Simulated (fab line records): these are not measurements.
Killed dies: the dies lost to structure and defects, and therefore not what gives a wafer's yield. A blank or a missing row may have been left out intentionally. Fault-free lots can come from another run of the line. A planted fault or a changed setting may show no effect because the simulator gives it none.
fab line records    flow sky130    part 1 of 2: steps 1 to 42 of 43
record lots=6  wafers=18  last-day=50
route steps=708 shown VIA2@525 METAL3@532 CAPM@537 PAD_OPEN@708
lots that met no fault: taken from a fault-free run of the same line
start-h: the number of hours between the record's first day and the start of the first shown wafer of the lot    wait-h: hours from the lot's prior step to this one    " unchanged from the row above    L1.1+2: a single row standing in for several wafers    - value missing, or start not given    * or withheld: withheld    < > ~ a bound
route shown NAME@n: names a module that has steps shown in the file, with the first one's number in the route    usual: the fault-free wafers' mean and standard deviation    same: alike in all rows    chamber/n: place in a boat    sites: per-site readings    _std_site: standard deviation of those values    _edge_site: mean of outer sites minus mean of inner sites    radius-mm: for every site, how far away it sits from the centre of the wafer    mask NAME#n: copy n    behind: tool/chamber where the wafer was last shaped    hold: cause of the lot's hold/its duration in hours/its outcome    device: whichever transistor did not switch (one of n, p or np)    end of line: tests run on the same wafers once the route is complete    a step without rows: its recipe alone    killed: dies that structure and defects cost at the first sort, which is not the same as the wafer's yield    map: shows each die of a wafer: x if killed, . if not, _ if none is there
set.NAME: the setting the step ran with; set.NAME@STEP: the setting that earlier step ran with    model.NAME: the simulator's own value behind a step, which no gauge read
lots at some steps of the route; a table a step, a row a wafer
services: from which hour (start-h, from the record's first day; less than 0 if before it) a tool's chamber was out of use, for how many hours, and why
## steps
# step SKY_VIA2_CLEAN_18
# recipe chemistry=IPA  time-s=180  temp-c=25
# step SKY_VIA2_CLEAN_19
# recipe chemistry=O3/DIW  dry=n2-spin
# step SKY_VIA2_SPUTTER_20
# recipe material=TiN  target-thk-nm=20  chamber-pressure-pa=5  power-w=4000  time-s=80
# step SKY_VIA2_CVD_21
# recipe material=W  target-thk-nm=420  time-s=126.4  temp-c=400  pressure-torr=40
# usual heater-power-w=816/54  susceptor-temp-C=400.01/0.22
lot.wafer  tool      chamber  start-h  wait-h  heater-power-w  susceptor-temp-C
L726.1     cvd-w-02  0        893.90   0.0     973             400.17
L726.2     "         1        "        "       870             400.08
L726.3     "         0        "        "       951             399.74
L730.2     cvd-w-01  1        938.27   0.0     757             400.30
L730.3     "         1        "        "       746             400.25
L730.6     "         0        "        "       803             399.73
L736.2     cvd-w-02  0        970.37   0.0     883             399.70
L736.3     "         0        "        "       879             399.88
L736.5     "         1        "        "       822             400.23
L740.3     cvd-w-01  0        998.41   0.1     804             399.80
L740.5     "         0        "        "       850             399.79
L740.6     "         1        "        "       748             399.55
L741.1     cvd-w-02  1        998.72   0.0     840             399.80
L741.3     "         1        "        "       837             399.94
L741.5     "         0        "        "       871             400.29
L742.2     cvd-w-01  1        999.07   0.0     748             399.98
L742.3     "         1        "        "       732             399.70
L742.5     "         0        "        "       808             400.03
# step SKY_VIA2_RS_MEAS_22
# recipe thk-meas-gauge=four-point-probe  reads=W_of_VIA2_CVD_21+TiN_of_VIA2_SPUTTER_20
# usual VIA2_W_RS=0.2740/0.0027
lot.wafer  tool           chamber  start-h  wait-h  VIA2_W_RS[ohm/sq]
L726.1     film-metro-04  -        894.03   0.1     0.2737
L726.2     "              -        "        "       0.2750
L726.3     "              -        "        "       0.2723
L730.2     film-metro-04  -        938.42   0.1     0.2749
L730.3     "              -        "        "       0.2722
L730.6     "              -        "        "       0.2771
L736.2     film-metro-02  -        970.52   0.1     0.2722
L736.3     "              -        "        "       0.2733
L736.5     "              -        "        "       0.2733
L740.3     film-metro-04  -        998.53   0.1     0.2734
L740.5     "              -        "        "       0.2730
L740.6     "              -        "        "       0.2724
L741.1     film-metro-02  -        998.85   0.1     0.2729
L741.3     "              -        "        "       0.2732
L741.5     "              -        "        "       0.2749
L742.2     film-metro-01  -        999.22   0.1     0.2711
L742.3     "              -        "        "       0.2728
L742.5     "              -        "        "       0.2775
# step SKY_VIA2_THK_MEAS_23
# recipe thk-meas-gauge=xrf  reads=W_of_VIA2_CVD_21
# usual VIA2_W_THK=410/5
lot.wafer  tool           chamber  start-h  wait-h  VIA2_W_THK[nm]
L726.1     film-metro-04  -        894.15   0.1     413
L726.2     "              -        "        "       413
L726.3     "              -        "        "       418
L730.2     film-metro-04  -        938.53   0.1     409
L730.3     "              -        "        "       412
L730.6     "              -        "        "       404
L736.2     film-metro-02  -        970.63   0.1     410
L736.3     "              -        "        "       413
L736.5     "              -        "        "       412
L740.3     film-metro-04  -        998.63   0.1     412
L740.5     "              -        "        "       411
L740.6     "              -        "        "       414
L741.1     film-metro-02  -        998.97   0.1     416
L741.3     "              -        "        "       411
L741.5     "              -        "        "       412
L742.2     film-metro-01  -        999.33   0.1     411
L742.3     "              -        "        "       410
L742.5     "              -        "        "       404
# step SKY_VIA2_CMP_24
# recipe stop-on=SiO2  t-overpolish-s=20  down-force-psi=3.5  platen-rpm=60  target-thk-nm=0  pad-velocity-m-s=0.94248
# usual motor-current-A=11.1/1.1  overpolish-run-s=20.000/0.0091  time-to-endpoint-s=103/4.4
lot.wafer  tool    chamber  start-h  wait-h  motor-current-A  overpolish-run-s  time-to-endpoint-s
L726.2     cmp-02  0        894.39   0.2     10.1             19.999            105
L726.3     "       1        "        "       12.0             19.982            105
L726.1     "       2        "        "       12.2             19.981            103
L730.3     cmp-01  1        938.58   0.0     11.6             20.014            99
L730.2     "       2        "        "       10.1             19.999            97
L730.6     "       1        "        "       11.0             19.997            93
L736.3     cmp-02  1        970.78   0.1     12.6             20.018            105
L736.2     "       2        "        "       11.5             20.014            102
L736.5     "       0        "        "       9.9              19.990            102
L740.3     cmp-01  0        998.77   0.1     12.8             20.000            98
L740.5     "       2        "        "       11.2             19.997            99
L740.6     "       3        "        "       11.2             20.001            96
L741.1     cmp-01  0        999.32   0.3     12.8             19.999            109
L741.3     "       1        "        "       10.7             20.000            100
L741.5     "       3        "        "       11.6             20.010            101
L742.2     cmp-01  2        999.57   0.2     10.1             20.005            102
L742.3     "       3        "        "       11.4             20.004            104
L742.5     "       2        "        "       10.5             20.000            95
# step SKY_METAL3_SPUTTER_00
# recipe material=Ti  target-thk-nm=15  power-w=3000  time-s=10  chamber-pressure-pa=0.4
# usual throttle-valve-pct=29.7/1.2
lot.wafer  tool            chamber  start-h  wait-h  throttle-valve-pct
L726.1     pvd-sputter-01  -        894.69   0.1     30.6
L726.2     "               -        "        "       29.5
L726.3     "               -        "        "       29.4
L730.2     pvd-sputter-03  -        938.88   0.2     29.6
L730.3     "               -        "        "       29.8
L730.6     "               -        "        "       30.0
L736.2     pvd-sputter-04  -        970.98   0.1     30.7
L736.3     "               -        "        "       30.2
L736.5     "               -        "        "       31.7
L740.3     pvd-sputter-04  -        998.97   0.1     30.1
L740.5     "               -        "        "       27.6
L740.6     "               -        "        "       30.5
L741.1     pvd-sputter-03  -        999.57   0.2     29.9
L741.3     "               -        "        "       28.1
L741.5     "               -        "        "       28.2
L742.2     pvd-sputter-04  -        999.87   0.2     30.7
L742.3     "               -        "        "       31.4
L742.5     "               -        "        "       30.2
# step SKY_METAL3_SPUTTER_01
# recipe material=TiN  target-thk-nm=20  power-w=6500  time-s=16.7  chamber-pressure-pa=0.4
# step SKY_METAL3_SPUTTER_02
# recipe material=AlCu  target-thk-nm=735  power-w=10600  time-s=39.1  chamber-pressure-pa=0.4
# step SKY_METAL3_SPUTTER_03
# recipe material=Ti  target-thk-nm=5  power-w=3000  time-s=3.3  chamber-pressure-pa=0.4
# step SKY_METAL3_SPUTTER_04
# recipe material=TiN  target-thk-nm=70  power-w=6500  time-s=58.3  chamber-pressure-pa=0.4
# usual throttle-valve-pct=29.7/1.2
lot.wafer  tool            chamber  start-h  wait-h  throttle-valve-pct
L726.1     pvd-sputter-01  -        894.79   0.0     30.5
L726.2     "               -        "        "       29.2
L726.3     "               -        "        "       29.7
L730.2     pvd-sputter-03  -        938.99   0.0     29.9
L730.3     "               -        "        "       29.9
L730.6     "               -        "        "       29.5
L736.2     pvd-sputter-04  -        971.09   0.0     30.6
L736.3     "               -        "        "       30.3
L736.5     "               -        "        "       31.8
L740.3     pvd-sputter-04  -        999.08   0.0     29.9
L740.5     "               -        "        "       27.6
L740.6     "               -        "        "       30.3
L741.1     pvd-sputter-03  -        999.68   0.0     29.8
L741.3     "               -        "        "       28.3
L741.5     "               -        "        "       28.4
L742.2     pvd-sputter-04  -        999.98   0.0     30.6
L742.3     "               -        "        "       31.3
L742.5     "               -        "        "       30.3
# step SKY_CAPM_CVD_00
# recipe material=SiO2  target-thk-nm=15.5  temp-c=400  time-s=withheld  rf-w=450
# usual heater-power-w=711/92  rf-fwd-power-W=440.2/1.8  susceptor-temp-C=400.01/0.23
lot.wafer  tool      chamber  start-h  wait-h  heater-power-w  rf-fwd-power-W  susceptor-temp-C  model.SiO2_of_CAPM_CVD_00.thk-nm
L726.1     pecvd-04  0        894.84   0.0     698             442.2           400.49            16.84
L726.2     "         1        "        "       820             440.1           399.80            15.23
L726.3     "         2        "        "       644             441.1           399.94            15.37
L730.2     pecvd-04  1        939.04   0.0     866             440.8           399.74            14.9
L730.3     "         0        "        "       708             441.9           399.80            16.48
L730.6     "         2        "        "       705             440.3           400.01            15.37
L736.2     pecvd-01  1        971.13   0.0     678             436.9           399.83            14.99
L736.3     "         2        "        "       630             439.6           399.91            14.99
L736.5     "         1        "        "       677             438.5           399.99            15.39
L740.3     pecvd-02  1        999.13   0.0     719             440.0           399.81            15.6
L740.5     "         0        "        "       673             444.7           399.91            15.71
L740.6     "         1        "        "       713             438.6           400.46            15.92
L741.1     pecvd-04  2        999.73   0.0     638             441.0           400.04            15.43
L741.3     "         1        "        "       890             442.8           399.88            15.07
L741.5     "         2        "        "       636             439.4           400.30            15.42
L742.2     pecvd-01  0        1000.03  0.0     657             441.0           399.78            15.56
L742.3     "         1        "        "       704             439.6           399.99            15.6
L742.5     "         1        "        "       707             439.5           399.81            15.54
# step SKY_CAPM_THK_MEAS_01
# recipe reads=SiO2_of_CAPM_CVD_00
# usual CAPM_CVD_00_THK=15.42/0.27
lot.wafer  tool           chamber  start-h  wait-h  hold                      CAPM_CVD_00_THK[nm]
L726.1     film-metro-03  -        894.86   -       await-dispo/0.2h/release  16.83
L726.2     "              -        "        "       await-dispo/0.2h/release  15.19
L726.3     "              -        "        "       await-dispo/0.2h/release  15.36
L726.1     film-metro-03  -        895.09   0.2     -                         16.85
L726.2     "              -        "        "       -                         15.23
L726.3     "              -        "        "       -                         15.40
L730.2     film-metro-04  -        939.12   -       await-dispo/0.2h/release  14.91
L730.3     "              -        "        "       await-dispo/0.2h/release  16.47
L730.6     "              -        "        "       await-dispo/0.2h/release  15.40
L730.2     film-metro-04  -        939.42   0.3     -                         14.89
L730.3     "              -        "        "       -                         16.46
L730.6     "              -        "        "       -                         15.38
L736.2     film-metro-03  -        971.17   -       -                         14.93
L736.3     "              -        "        "       -                         15.00
L736.5     "              -        "        "       -                         15.38
L740.3     film-metro-04  -        999.17   -       -                         15.56
L740.5     "              -        "        "       -                         15.70
L740.6     "              -        "        "       -                         15.91
L741.1     film-metro-04  -        999.75   -       -                         15.43
L741.3     "              -        "        "       -                         15.09
L741.5     "              -        "        "       -                         15.42
L742.2     film-metro-04  -        1000.06  -       -                         15.55
L742.3     "              -        "        "       -                         15.63
L742.5     "              -        "        "       -                         15.56
# step SKY_CAPM_RS_MEAS_03
# recipe thk-meas-gauge=four-point-probe  reads=TiN_of_CAPM_SPUTTER_02
# usual CAPM_TIN_RS=6.94/0.098
lot.wafer  tool           chamber  start-h  wait-h  CAPM_TIN_RS[ohm/sq]
L726.1     film-metro-04  -        903.60   0.1     6.99
L726.2     "              -        "        "       6.92
L726.3     "              -        "        "       6.99
L730.2     film-metro-04  -        955.28   0.1     6.88
L730.3     "              -        "        "       6.84
L730.6     "              -        "        "       6.74
L736.2     film-metro-03  -        971.35   0.1     6.89
L736.3     "              -        "        "       6.90
L736.5     "              -        "        "       6.98
L740.3     film-metro-04  -        999.36   0.1     6.98
L740.5     "              -        "        "       6.92
L740.6     "              -        "        "       6.89
L741.1     film-metro-02  -        999.92   0.1     6.85
L741.3     "              -        "        "       6.89
L741.5     "              -        "        "       6.85
L742.2     film-metro-04  -        1000.24  0.1     6.83
L742.3     "              -        "        "       7.01
L742.5     "              -        "        "       6.91
# step SKY_CAPM_THK_MEAS_04
# recipe thk-meas-gauge=xrf  reads=TiN_of_CAPM_SPUTTER_02
# usual CAPM_TIN_THK=200.5/2.7
lot.wafer  tool           chamber  start-h  wait-h  CAPM_TIN_THK[nm]
L726.1     film-metro-04  -        903.72   0.1     199.4
L726.2     "              -        "        "       200.1
L726.3     "              -        "        "       198.4
L730.2     film-metro-04  -        955.45   0.1     204.4
L730.3     "              -        "        "       204.6
L730.6     "              -        "        "       207.3
L736.2     film-metro-03  -        971.46   0.1     202.7
L736.3     "              -        "        "       201.5
L736.5     "              -        "        "       199.6
L740.3     film-metro-04  -        999.46   0.1     199.1
L740.5     "              -        "        "       201.2
L740.6     "              -        "        "       201.8
L741.1     film-metro-02  -        1000.04  0.1     202.4
L741.3     "              -        "        "       201.3
L741.5     "              -        "        "       203.6
L742.2     film-metro-04  -        1000.35  0.1     203.8
L742.3     "              -        "        "       198.3
L742.5     "              -        "        "       202.1
# step SKY_CAPM_DEHYDRATE_05
# recipe temp-c=200  time-s=60
# step SKY_CAPM_HMDS_06
# recipe prime-time-s=60  prime-temp-c=120
# step SKY_CAPM_COAT_07
# recipe resist=NOVOLAK  spin-rpm=3000  resist-thk-nm=1140
# step SKY_CAPM_SOFTBAKE_08
# recipe temp-c=90  time-s=60  resist=NOVOLAK
# step SKY_CAPM_EXPOSE_09
# recipe mask-id=CAPM  na=0.6  source-shape=conventional  sigma-outer=0.6  polarization=unpolarized  target-cd-nm=1000  dose-mj=159
# step SKY_CAPM_PEB_10
# recipe temp-c=withheld  time-s=*  resist=NOVOLAK
# step SKY_CAPM_DEVELOP_11
# recipe resist=NOVOLAK  developer=TMAH  develop-time-s=60  dev-temp-c=23
# step SKY_CAPM_OVL_MEAS_12
# usual CAPM_OVL=-1.5/1.7
lot.wafer  tool        chamber  start-h  wait-h  CAPM_OVL[nm]
L726.1     overlay-02  -        918.71   0.1     -3.6
L726.2     "           -        "        "       -4.3
L726.3     "           -        "        "       -5.4
L730.2     overlay-02  -        958.87   0.1     -3.1
L730.3     "           -        "        "       -3.1
L730.6     "           -        "        "       -3.1
L736.2     overlay-01  -        994.31   0.1     -3.6
L736.3     "           -        "        "       -3.3
L736.5     "           -        "        "       -3.4
L740.3     overlay-01  -        1021.61  0.1     0.8
L740.5     "           -        "        "       2.1
L740.6     "           -        "        "       1.2
L741.1     overlay-01  -        1022.20  0.1     -2.8
L741.3     "           -        "        "       -1.8
L741.5     "           -        "        "       -2.1
L742.2     overlay-02  -        1023.27  0.1     -5.6
L742.3     "           -        "        "       -3.2
L742.5     "           -        "        "       -4.1
# step SKY_CAPM_METAL_ETCH_13
# recipe target-depth-nm=220  stop-on=SiO2  chemistry=Cl2/BCl3  target=TiN  pressure-mtorr=10  icp-w=900  bias-w=48.5  Cl2_flow_sccm=60  bcl3-flow-sccm=30  time-s=62.9
# step SKY_CAPM_STRIP_14
# recipe chemistry=O2/N2  power-w=1400  pressure-mtorr=1500  platen-temp-c=withheld  o2-flow-sccm=3000  n2-flow-sccm=300  overash-fraction=0.5
# usual chamber-pressure-mTorr=1500.0/1.3  drypump-motor-current-A=6.1/0.5  o2-flow-sccm=2999/7.9  oes-product-au=0.711/0.0048  strip-time-to-endpoint-s=12.67/0.047
lot.wafer  tool             chamber  start-h  wait-h  chamber-pressure-mTorr  drypump-motor-current-A  o2-flow-sccm  oes-product-au  rf-hours-counter-h  strip-time-to-endpoint-s
L726.1     plasma-asher-03  0        918.82   0.1     1497.5                  6.7                      3004          0.706           78                  12.69
L726.2     "                1        "        "       1499.7                  6.8                      2998          0.707           78                  12.64
L726.3     "                1        "        "       1502.4                  6.7                      2998          0.701           -                   12.63
L730.2     plasma-asher-01  1        959.00   0.1     1500.9                  5.7                      2993          0.711           114                 12.68
L730.3     "                1        "        "       1501.3                  5.7                      2998          0.699           -                   12.67
L730.6     "                0        "        "       1499.9                  6.0                      2981          0.714           -                   12.70
L736.2     plasma-asher-01  1        994.41   0.1     1502.2                  5.7                      2997          0.712           118                 12.69
L736.3     "                1        "        "       1499.6                  5.7                      3005          0.709           -                   12.66
L736.5     "                0        "        "       1500.5                  6.0                      2999          0.713           -                   12.66
L740.3     plasma-asher-04  0        1021.75  0.1     1498.2                  6.2                      2998          0.712           -                   12.67
L740.5     "                0        "        "       1501.8                  6.1                      2994          0.716           -                   12.65
L740.6     "                1        "        "       1499.4                  5.4                      2995          0.721           -                   12.63
L741.1     plasma-asher-04  0        1022.31  0.1     1499.4                  6.1                      3001          0.706           27                  12.68
L741.3     "                1        "        "       1499.3                  5.4                      2994          0.713           -                   12.69
L741.5     "                0        "        "       1499.7                  6.1                      3008          0.704           -                   12.66
L742.2     plasma-asher-03  0        1023.37  0.1     1501.5                  6.7                      3003          0.713           87                  12.69
L742.3     "                0        "        "       1500.2                  6.7                      3014          0.716           -                   12.75
L742.5     "                0        "        "       1500.6                  6.7                      2995          0.697           -                   12.73
# step SKY_CAPM_STRIP_15
# recipe chemistry=post-etch-residue-remover  time-s=1200  temp-c=72.5
# step SKY_CAPM_CLEAN_16
# recipe chemistry=IPA  time-s=180  temp-c=25
# step SKY_CAPM_CLEAN_17
# recipe chemistry=O3/DIW  dry=n2-spin
# step SKY_METAL3_DEHYDRATE_05
# recipe temp-c=200  time-s=60
# step SKY_METAL3_HMDS_06
# recipe prime-time-s=60  prime-temp-c=120
# step SKY_METAL3_COAT_07
# recipe resist=BARC  temp-c=withheld  time-s=withheld  spin-rpm=3000  resist-thk-nm=60
# step SKY_METAL3_COAT_08
# recipe resist=KrF-thick  spin-rpm=3000  resist-thk-nm=1140
# step SKY_METAL3_SOFTBAKE_09
# recipe temp-c=100  time-s=90  resist=KrF-thick
# step SKY_METAL3_EXPOSE_10
# recipe mask-id=MM3  na=0.68  source-shape=annular  sigma-inner=0.4  sigma-outer=0.8  target-cd-nm=300  dose-mj=28
# step SKY_METAL3_PEB_11
# recipe peb-temp-c=withheld  peb-time-s=withheld  resist=KrF-thick
# step SKY_METAL3_DEVELOP_12
# recipe develop-time-s=60  resist=KrF-thick  dev-temp-c=21
# step SKY_METAL3_CD_MEAS_13
# recipe target-cd-nm=300
# usual cd-nm=299.8/1.5
lot.wafer  tool       chamber  start-h  wait-h  cd-nm
L726.1     cd-sem-02  -        941.78   -       300.4
L726.2     "          -        "        "       300.6
L726.3     "          -        "        "       300.4
L730.2     cd-sem-02  -        984.54   -       301.7
L730.3     "          -        "        "       300.5
L730.6     "          -        "        "       301.6
L736.2     cd-sem-01  -        1017.92  -       296.4
L736.3     "          -        "        "       298.1
L736.5     "          -        "        "       297.4
L740.3     cd-sem-01  -        1044.01  -       302.5
L740.5     "          -        "        "       301.0
L740.6     "          -        "        "       301.4
L741.1     cd-sem-02  -        1044.35  -       300.6
L741.3     "          -        "        "       300.7
L741.5     "          -        "        "       300.5
L742.2     cd-sem-02  -        1045.41  -       299.7
L742.3     "          -        "        "       300.0
L742.5     "          -        "        "       299.0
# step SKY_METAL3_OVL_MEAS_14
# usual METAL3_OVL=2/5.6
lot.wafer  tool        chamber  start-h  wait-h  METAL3_OVL[nm]
L726.1     overlay-02  -        941.90   0.1     -1
L726.2     "           -        "        "       2
L726.3     "           -        "        "       -4
L730.2     overlay-02  -        984.65   0.1     -4
L730.3     "           -        "        "       -1
L730.6     "           -        "        "       2
L736.2     overlay-02  -        1018.03  0.1     16
L736.3     "           -        "        "       10
L736.5     "           -        "        "       11
L740.3     overlay-02  -        1044.11  0.1     9
L740.5     "           -        "        "       9
L740.6     "           -        "        "       4
L741.1     overlay-01  -        1044.47  0.1     -4
L741.3     "           -        "        "       -10
L741.5     "           -        "        "       -9
L742.2     overlay-01  -        1045.51  0.1     2
L742.3     "           -        "        "       -3
L742.5     "           -        "        "       -2
# step SKY_METAL3_DESCUM_15
# recipe chemistry=O2  source-power-w=150  bias-power-w=0  pressure-mtorr=10  temp-c=40  time-s=8
# step SKY_METAL3_ETCH_16
# recipe chemistry=N2/H2  target=BARC  ion-energy-ev=200  bias-w=100  pressure-mtorr=30  n2-flow-sccm=100  h2-flow-sccm=200  icp-w=500  stop-on=SiO2  time-s=88.2  target-depth-a=600
# step SKY_METAL3_ETCH_17
# recipe target=SiO2  stop-on=TiN  chemistry=C4F8/O2/Ar  source-w=1500  bias-w=1200  pressure-mtorr=40  c4f8-flow-sccm=withheld  O2_flow_sccm=6  Ar_flow_sccm=300  time-s=3.9  target-depth-a=150
# usual chamber-pressure-mTorr=40.00/0.036  oes-product-au=0.753/0.0072  rf-fwd-power-W=1465/6.4
lot.wafer  tool         chamber  start-h  wait-h  chamber-pressure-mTorr  oes-product-au  rf-fwd-power-W  rf-hours-counter-h
L726.1     rie-diel-02  1        942.07   0.1     39.96                   0.782           1459            6
L726.2     "            2        "        "       40.02                   0.751           1460            15
L726.3     "            0        "        "       40.03                   0.747           1460            18
L730.2     rie-diel-02  1        984.81   0.1     39.97                   0.743           1460            8
L730.3     "            0        "        "       40.03                   0.781           1460            20
L730.6     "            2        "        "       39.99                   0.745           1470            -
L736.2     rie-diel-02  3        1018.19  0.1     40.00                   0.743           1465            2
L736.3     "            2        "        "       39.99                   0.734           1462            18
L736.5     "            2        "        "       40.03                   0.750           1462            -
L740.3     rie-diel-02  0        1044.26  0.0     39.96                   0.753           1465            22
L740.5     "            0        "        "       40.02                   0.765           1463            -
L740.6     "            3        "        "       39.96                   0.761           1462            -
L741.1     rie-diel-01  2        1044.64  0.1     39.97                   0.752           1452            15
L741.3     "            1        "        "       40.04                   0.742           1461            14
L741.5     "            2        "        "       40.05                   0.752           1453            -
L742.2     rie-diel-03  1        1045.67  0.1     39.95                   0.754           1471            15
L742.3     "            2        "        "       39.99                   0.753           1466            24
L742.5     "            2        "        "       39.99                   0.756           1465            -
## key
first-sign step=SKY_CAPM_THK_MEAS_01  reading=visit  direction=added
effect step=SKY_CAPM_THK_MEAS_01  reading=CAPM_CVD_00_THK  direction=up  sigmas=4.6  usual=15.42  struck=16.65
effect step=SKY_METAL3_ETCH_17  reading=oes-product-au  direction=up  sigmas=4  usual=0.753  struck=0.781
model-effect step=SKY_CAPM_CVD_00  value=SiO2_of_CAPM_CVD_00.thk-nm  without=15.2  struck=16.66
model-effect step=SKY_PAD_OPEN_PROBE_99  value=etest.cap-mim.bv-v  without=13.98  struck=15.32
met-at SKY_CAPM_CVD_00
struck-wafers L726.1,L730.3
fault kind=process-parameter-drift  tool=pecvd-04  chamber=0  onset-h=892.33  steps=SKY_CAPM_CVD_00  channel=time-s  offset=withheld  shape=step  end-h=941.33  acts-in=*
